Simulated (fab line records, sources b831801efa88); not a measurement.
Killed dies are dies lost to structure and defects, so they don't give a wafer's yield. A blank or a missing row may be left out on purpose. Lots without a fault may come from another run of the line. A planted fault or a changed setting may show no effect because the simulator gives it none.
Chamber matching | flow sky130 | SKY_VIA4_CMP_02 on cmp-02: 4 sister chambers
The step polishes SiO2. 4 wafers are shown with their chamber, then 9 later ones without.

WAFERS WITH THEIR CHAMBER
wafer  | chamber | motor_current_A (A)
L192.4 | 2       | 10.9
L197.3 | 1       | 11.7
L197.5 | 3       | 14.4
L197.6 | 0       | 11.3

WAFERS WITHOUT THEIR CHAMBER
wafer  | motor_current_A (A)
L198.1 | 11.1
L198.2 | 12.4
L198.4 | 13.4
L204.1 | 11.4
L204.2 | 11.8
L204.3 | 12.6
L206.2 | 12.4
L206.5 | 12.4
L206.6 | 10.8

WHICH CHAMBER EACH WENT THROUGH
wafer  | from the rows above               | in truth
L198.1 | can't be placed: 2 or 0 or 1      | 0
L198.2 | can't be placed: 1 or 0 or 2      | 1
L198.4 | can't be placed: 3 or 1 or 0      | 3
L204.1 | can't be placed: 0 or 1 or 2      | 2
L204.2 | can't be placed: 1 or 0 or 2      | 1
L204.3 | can't be placed: 1 or 0 or 2 or 3 | 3
L206.2 | can't be placed: 1 or 0 or 2      | 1
L206.5 | can't be placed: 1 or 0 or 2      | 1
L206.6 | can't be placed: 2 or 0 or 1      | 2
Placed correctly: 0 of 9. Can't be placed from these rows: 9 (the true chamber is among the candidates in 9). Placed wrongly: 0.
How it was worked out, from the rows above alone: a wafer's distance from a chamber is the root of the sum, over the readings, of the square of ((its reading less the chamber's mean) divided by the reading's scatter). The wafer belongs to the nearest chamber; if the next one is less than 2 further off, it can't be placed. A chamber's mean is the mean of its shown wafers. The scatter: with one shown wafer a chamber, the root of the mean of the squares of how far each hidden wafer lies from its nearest shown one.
